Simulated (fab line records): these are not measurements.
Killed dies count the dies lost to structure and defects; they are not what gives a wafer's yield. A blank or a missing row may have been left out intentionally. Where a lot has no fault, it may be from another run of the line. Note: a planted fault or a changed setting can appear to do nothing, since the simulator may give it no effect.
Struck lot and sound lot, side by side :: flow gf180mcu :: 14 steps out of a route of 602
Sound: these wafers, L580.2, L580.5, L580.6. The struck wafers were L575.1, L575.2, L575.6. The cause is named last.
At each step with rows: each side's tool, then ch and its chambers, then its first start. Under that, the readings that differ: sound wafers :: struck wafers :: difference of the means :: sigmas: that difference in standard deviations of wafers without a fault.
alike: same words and numbers on both sides, and readings whose means sit less than 2 such deviations apart. not compared: any withheld reading, any reading some wafer has no value for, any bound like >300 that may hide the same value, and any number with overlapping values for which the record gives no deviation.
The two part at a step that has a row with sigmas, a row that says differs or no value, or rows on one side only. Numbers that don't overlap but have no deviation are shown without sigmas and don't part them. A reading missing from all wafers of one side parts the sides only when that side holds two or more wafers.

GF_V5_ETCH_16: etches BARC in N2/H2.
  sound on rie diel-02 ch 0,1,3, day 31 07:13; struck on rie diel-04 ch 0,1, day 29 21:49
  alike: drypump motor current A, oes product au, rf fwd power W, throttle valve pct
GF_V5_ETCH_17: etches SiO2 in C4F8/O2/Ar, stops on TiN, target depth 855 nm.
  sound: rie diel-02 ch 0,1,3; struck: rie diel-04 ch 0,1
  alike: oes product au, rf fwd power W
then, 4 steps without rows for these wafers: GF_V5_STRIP_18 (strips in O2/N2); GF_V5_STRIP_19 (strips in post etch residue remover, time 1200 s); GF_V5_CLEAN_20 (cleans in DIW); GF_V5_SPUTTER_21 (material Ti, target thk 15 nm, time 80.02 s).
GF_V5_SPUTTER_22: material TiN, target thk 10 nm, time 40 s.
  sound on pvd sputter-03, day 31 07:58; struck on pvd sputter-03, day 29 22:34
  alike: cathode dc power W, chamber pressure pa, throttle valve pct
then, 1 step without rows for these wafers: GF_V5_CVD_23 (deposits W, target thk 350 nm, time 104.9 s).
GF_V5_RS_MEAS_24: the measuring method here is four-point-probe.
  sound on film metro-01, day 31 08:08; struck on film metro-03, day 29 22:43
  alike: V5_W_RS
GF_V5_THK_MEAS_25: measures by xrf.
  sound on film metro-01, day 31 08:15; struck on film metro-03, day 29 22:50
  alike: V5_W_THK
GF_V5_CMP_26: polishes, stops on SiO2, t overpolish 15 s, target thk 0 nm.
  sound on cmp-02 ch 0,1, day 31 08:21; struck on cmp-01 ch 1,3, day 29 23:26
  alike: head pressure psi, motor current A, overpolish run s, time to endpoint s
GF_TOP_METAL_SPUTTER_00: material Ti, target thk 37.5 nm, time 150 s.
  sound on pvd sputter-02, day 31 08:36; struck on pvd sputter-02, day 29 23:41
  alike: cathode dc power W, chamber pressure pa, throttle valve pct
GF_TOP_METAL_SPUTTER_01: material TiN, target thk 30 nm, time 25 s.
  sound on pvd sputter-02, day 31 08:42; struck on pvd sputter-02, day 29 23:47
  no value came back on the struck wafers for cathode dc power W (W), chamber pressure pa (Pa), throttle valve pct (%); on the sound wafers cathode dc power W (W) reads 6500.1 6501.3 6499.2
then, 1 step without rows for these wafers: GF_TOP_METAL_SPUTTER_02 (material AlCu, target thk 900 nm, time 47.82 s).

WHERE THEY PART
Only at GF_TOP_METAL_SPUTTER_01, within this record.

WHY: whatever the simulator had introduced
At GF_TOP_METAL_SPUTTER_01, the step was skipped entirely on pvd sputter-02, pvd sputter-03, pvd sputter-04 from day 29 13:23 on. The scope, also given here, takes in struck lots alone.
